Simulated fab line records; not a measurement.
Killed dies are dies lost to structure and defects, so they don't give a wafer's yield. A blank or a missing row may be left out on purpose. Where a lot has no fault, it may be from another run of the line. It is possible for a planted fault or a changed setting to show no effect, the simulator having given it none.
Which tool is to blame? | flow sky130 | 36 wafers from 12 lots sampled at 3 of the route's 708 steps

## WHAT THE GAUGES SHOWED, per wafer
SKY_FIELD_ISO_THK_MEAS_25. Usual: for FIELD_ISO_CVD_24_THK the level is 593 nm and the standard deviation is 5.8.
lot  | measured    | on            | FIELD_ISO_CVD_24_THK (nm) | flag
L561 | day 2 12:17 | film metro-04 | 591 600 594               |
L562 | day 2 18:39 | film metro-03 | 593 589 592               |
L563 | day 3 01:04 | film metro-01 | 593 587 596               |
L566 | day 3 12:56 | film metro-04 | 587 584 591               |
L568 | day 4 05:56 | film metro-04 | 590 585 590               |
L571 | day 4 17:21 | film metro-04 | 596 597 593               |
L572 | day 4 20:39 | film metro-03 | 594 589 595               |
L574 | day 5 07:12 | film metro-03 | 584 582 584               |
L578 | day 6 04:05 | film metro-03 | 599 595 601               |
L579 | day 6 10:48 | film metro-01 | 594 592 589               |
L581 | day 6 23:05 | film metro-03 | 595 600 600               |
L583 | day 7 07:59 | film metro-01 | 588 589 592               |

SKY_NWELL_OVL_MEAS_23. Usual: for NWELL_01_OVL the level is -0.8 nm and the standard deviation is 1.6.
lot  | measured     | on         | NWELL_01_OVL (nm) | flag
L561 | day 5 12:05  | overlay-02 | 0.2 0.5 0.0       |
L562 | day 5 18:36  | overlay-01 | -2.6 -3.2 -1.7    |
L563 | day 6 02:40  | overlay-01 | -0.9 -1.1 -1.5    |
L566 | day 6 17:32  | overlay-02 | -0.5 -1.1 -0.5    |
L568 | day 7 12:41  | overlay-01 | -0.4 -1.0 -2.2    |
L571 | day 8 01:04  | overlay-01 | 2.4 0.0 0.6       |
L572 | day 8 09:47  | overlay-02 | -3.3 -1.8 -2.9    |
L574 | day 8 17:11  | overlay-02 | -0.3 -2.2 -1.4    |
L578 | day 9 16:50  | overlay-02 | -1.2 -0.7 -0.4    |
L579 | day 10 01:35 | overlay-01 | -0.5 -1.8 -0.2    |
L581 | day 10 15:53 | overlay-02 | -3.0 -2.6 -1.3    |
L583 | day 11 01:02 | overlay-01 | 0.0 1.1 -0.4      |

## WHAT TOOL EACH LOT RAN ON (gives the tool, then ch and the chambers of the sampled wafers, and finally the start)
lot  | SKY_FIELD_ISO_ETCH_14
L561 | rie diel-02 ch 0,1,2, day 2 10:26
L562 | rie diel-01 ch 0,3, day 2 15:49
L563 | rie diel-02 ch 1,2,3, day 2 21:55
L566 | rie diel-04 ch 0,1, day 3 11:05
L568 | rie diel-04 ch 0,2, day 4 03:37
L571 | rie diel-04 ch 1,2,3, day 4 14:14
L572 | rie diel-04 ch 0,2,3, day 4 18:46
L574 | rie diel-01 ch 0,2,3, day 5 04:32
L578 | rie diel-02 ch 0,1, day 6 02:14
L579 | rie diel-01 ch 0,1,2, day 6 08:38
L581 | rie diel-01 ch 0,1, day 6 18:19
L583 | rie diel-01 ch 0,1, day 7 04:46
- SKY_FIELD_ISO_ETCH_14: etches BARC in N2/H2, stops on SiO2, time 45.9 s, target depth 60 nm.

## AS READ BY THE TOOLS THEMSELVES (means over the sampled wafers that have a number; for cases with no such wafer, the mark the record gives instead)
SKY_FIELD_ISO_ETCH_14. Usual: bias w 100.03 W, standard deviation 0.27; drypump motor current A 5.7 A, standard deviation 0.57; oes product au 0.851 a.u., standard deviation 0.005; throttle valve pct 13.225 %, standard deviation 0.0089.
lot  | tool        | bias w (W) | drypump motor current A (A) | oes product au (a.u.) | throttle valve pct (%) | flag
L561 | rie diel-02 | 99.73      | 5.5                         | 0.848                 | 13.222                 |
L562 | rie diel-01 | 100.02     | 5.1                         | 0.847                 | 13.220                 |
L563 | rie diel-02 | 99.72      | 5.6                         | 0.846                 | 13.222                 |
L566 | rie diel-04 | 100.32     | 6.0                         | 0.857                 | 13.217                 |
L568 | rie diel-04 | 99.98      | 6.1                         | 0.852                 | 13.224                 |
L571 | rie diel-04 | 110.03     | 6.3                         | 0.852                 | 13.225                 | OFF
L572 | rie diel-04 | 109.90     | 6.2                         | 0.849                 | 13.233                 | OFF
L574 | rie diel-01 | 99.96      | 5.2                         | 0.854                 | 13.220                 |
L578 | rie diel-02 | 99.67      | 5.2                         | 0.851                 | 13.213                 |
L579 | rie diel-01 | 100.18     | 5.3                         | 0.849                 | 13.228                 |
L581 | rie diel-01 | 100.03     | 5.2                         | 0.849                 | 13.228                 |
L583 | rie diel-01 | 99.95      | 5.5                         | 0.854                 | 13.223                 |

## THE ANSWER, worked out from the rows above alone
Rule: a lot counts as off when the mean over its wafers that have a number is more than 3 standard deviations away from the usual mean. Also off: a lot with no number at a reading for which 4 or more lots have one. Any other lot the step has rows for is counted as sound. First the gauges in route order, then the tools' own readings, where a lot's mean is used as printed above. The first step at which some lot is off is used, and at that step the reading that is off furthest; a lot without a number counts as furthest.
Off at SKY_FIELD_ISO_ETCH_14 (bias w): L571, L572.
If a tool, at that step or one of the process steps before it, ran each lot that is off and ran no sound lot following the first of them, it fits. One fits: rie diel-04 at SKY_FIELD_ISO_ETCH_14. A fault onset in the window from L568 (day 4 03:37, its last sound lot) to L571 (day 4 14:14, its first lot off) fits.
The tool's own readings at SKY_FIELD_ISO_ETCH_14 bear it out: on the lots that are off they differ by more than 5 times the standard deviation of the sound lots' means. bias w reads 109.97 W there against 99.96 W on the sound lots.

## WHAT THE SIMULATOR HAD INSERTED
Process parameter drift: rie diel-04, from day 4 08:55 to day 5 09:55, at SKY_FIELD_ISO_ETCH_14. A move of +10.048 in setting bias w, from 100. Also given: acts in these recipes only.
Struck lots among those shown: L571, L572. Same finding as the rule above.
